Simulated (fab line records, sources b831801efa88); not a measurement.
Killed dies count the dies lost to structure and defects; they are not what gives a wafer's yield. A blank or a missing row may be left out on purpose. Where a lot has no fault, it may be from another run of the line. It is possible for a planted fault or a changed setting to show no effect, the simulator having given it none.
Comparing a struck lot with a sound one | flow gf180mcu | 44 out of 602 route steps
Sound: the wafers L988.3, L988.4, L988.5. Wafers L995.3, L995.4, L995.5 were the ones struck. The cause is named last.
For every step that has rows: the tool of each side, followed by ch and its chambers, followed by its first start. Under that, the readings that differ: sound wafers | struck wafers | difference of the means | sigmas: that difference in standard deviations of wafers without a fault.
alike: readings with means less than 2 such deviations apart, plus words and numbers identical on both sides. not compared: withheld readings, readings lacking a value on some wafer, bounds such as >300 that could conceal the same value, and numbers that have no deviation in the record and whose values overlap.
A row with sigmas, a row that says differs or no value, or rows on one side alone: a step with any of these is where the two part. When numbers do not overlap yet have no deviation, they are printed without sigmas and do not part them. A reading that every wafer of one side lacks parts them only if that side has two wafers or more.

first, 1 step without rows for these wafers: GF_LVPWELL_IMPLANT_09.
GF_LVPWELL_STRIP_10: strips in O2/N2.
  sound on plasma-asher-04 ch 0,1, day 4 03:11; struck on plasma-asher-02 ch 0,1, day 5 21:32
  reading                      | sound             | struck            | difference | sigmas
  heater-power-w (W)           | 350 325 360       | 273 305 280       | -59        | -2
  strip-time-to-endpoint-s (s) | 36.83 36.87 36.82 | 37.03 37.05 37.05 | +0.20      | +2
  alike: drypump-motor-current-A, oes-product-au
  not compared: rf-hours-counter-h
GF_LVPWELL_TW_MEAS_11:
  sound: film-metro-03 at day 4 03:16; struck: film-metro-03 at day 5 21:37
  alike: LVPWELL_TW
then, 7 steps without rows for these wafers: GF_MVSD_DEHYDRATE_00 (time 60 s); GF_MVSD_HMDS_01 (prime time 60 s); GF_MVSD_COAT_02 (resist thk 3000 nm); GF_MVSD_SOFTBAKE_03; GF_MVSD_EXPOSE_04 (exposes mask MVSD, target cd 1000 nm); GF_MVSD_PEB_05; GF_MVSD_DEVELOP_06 (develop time 60 s).
GF_MVSD_OVL_MEAS_07:
  sound: overlay-01 at day 4 16:53; struck: overlay-02 at day 6 12:10
  alike: MVSD_OVL
after that, 1 step had no rows for these wafers: GF_MVSD_IMPLANT_08.
GF_MVSD_IMPLANT_09:
  sound on implanter-03 ch 0, day 4 17:07; struck on implanter-03 ch 0, day 6 12:23
  reading            | sound                         | struck                        | difference | sigmas
  beam-on-s (s)      | 10.19 10.25 10.22             | 9.74 9.89 9.83                | -0.40      | -2
  dose-ions-cm2      | 5.002e+12 5.013e+12 5.003e+12 | 5.261e+12 5.261e+12 5.255e+12 | +2.530e+11 | +43
  faraday-current-uA | 27.7 27.5 27.7                | 30.5 30.0 30.3                | +2.6       | +5
GF_MVSD_STRIP_10: strips in O2/N2.
  sound on plasma-asher-03 ch 0,1, day 4 17:14; struck on plasma-asher-01 ch 0,1, day 6 12:32
  alike: drypump-motor-current-A, heater-power-w, oes-product-au, strip-time-to-endpoint-s
  not compared: rf-hours-counter-h
GF_MVSD_TW_MEAS_11:
  sound: film-metro-03 at day 4 17:20; struck: film-metro-01 at day 6 12:37
  alike: MVSD_TW
then, 7 steps without rows for these wafers: GF_MVPSD_DEHYDRATE_00 (time 60 s); GF_MVPSD_HMDS_01 (prime time 60 s); GF_MVPSD_COAT_02 (resist thk 3000 nm); GF_MVPSD_SOFTBAKE_03; GF_MVPSD_EXPOSE_04 (exposes mask MVPSD, target cd 1000 nm); GF_MVPSD_PEB_05; GF_MVPSD_DEVELOP_06 (develop time 60 s).
GF_MVPSD_OVL_MEAS_07:
  sound: overlay-01 at day 5 07:59; struck: overlay-02 at day 7 04:23
  alike: MVPSD_OVL
then, 2 steps without rows for these wafers: GF_MVPSD_IMPLANT_08; GF_MVPSD_IMPLANT_09.
GF_MVPSD_STRIP_10: strips in O2/N2.
  sound on plasma-asher-03 ch 0,1, day 5 08:20; struck on plasma-asher-03 ch 0,1, day 7 04:44
  alike: drypump-motor-current-A, heater-power-w, oes-product-au, strip-time-to-endpoint-s
  not compared: rf-hours-counter-h
GF_MVPSD_TW_MEAS_11:
  sound: film-metro-01 at day 5 08:26; struck: film-metro-02 at day 7 04:50
  reading  | sound       | struck      | difference | sigmas
  MVPSD_TW | 557 556 555 | 548 549 547 | -8         | -3
then, 7 steps without rows for these wafers: GF_VT_IMPLANT_DEHYDRATE_00 (time 60 s); GF_VT_IMPLANT_HMDS_01 (prime time 60 s); GF_VT_IMPLANT_COAT_02 (resist thk 1000 nm); GF_VT_IMPLANT_SOFTBAKE_03 (time 60 s); GF_VT_IMPLANT_EXPOSE_04 (exposes mask LVPWELL LV AREA, target cd 600 nm); GF_VT_IMPLANT_PEB_05; GF_VT_IMPLANT_DEVELOP_06 (develop time 60 s).
GF_VT_IMPLANT_OVL_MEAS_07:
  sound: overlay-01 at day 5 23:29; struck: overlay-01 at day 7 20:52
  alike: VT_IMPLANT_OVL
after that, 1 step had no rows for these wafers: GF_VT_IMPLANT_IMPLANT_08.
GF_VT_IMPLANT_STRIP_09: strips in O2/N2.
  sound on plasma-asher-03 ch 0,1, day 5 23:41; struck on plasma-asher-03 ch 0,1, day 7 21:05
  alike: drypump-motor-current-A, heater-power-w, oes-product-au, strip-time-to-endpoint-s
  not compared: rf-hours-counter-h
GF_VT_IMPLANT_TW_MEAS_10:
  sound: film-metro-03 at day 5 23:47; struck: film-metro-03 at day 7 21:10
  alike: VT_IMPLANT_TW
then, 4 steps without rows for these wafers: GF_VT_IMPLANT_DEHYDRATE_11 (time 60 s); GF_VT_IMPLANT_HMDS_12 (prime time 60 s); GF_VT_IMPLANT_COAT_13 (resist thk 1000 nm); GF_VT_IMPLANT_SOFTBAKE_14 (time 60 s).
-- the record jumps here: 2 days lie between the struck wafers' starts before and after --
GF_VT_IMPLANT_RS_MEAS_46: measures by four-point-probe.
  sound: film-metro-03 at day 7 23:00; struck: film-metro-02 at day 10 01:01
  reading          | sound             | struck            | difference | sigmas
  MVSD_RS (ohm/sq) | 456.6 456.2 457.0 | 452.8 452.8 452.6 | -3.9       | -3
GF_PASSIVATION_PROBE_99:
  rows exist in the record for the sound wafers here (prober-02, day 29 20:11), none for the struck ones

## WHERE THEY PART
At GF_LVPWELL_STRIP_10 first; at GF_PASSIVATION_PROBE_99 last (within this record only).

WHY: the cause the simulator had injected
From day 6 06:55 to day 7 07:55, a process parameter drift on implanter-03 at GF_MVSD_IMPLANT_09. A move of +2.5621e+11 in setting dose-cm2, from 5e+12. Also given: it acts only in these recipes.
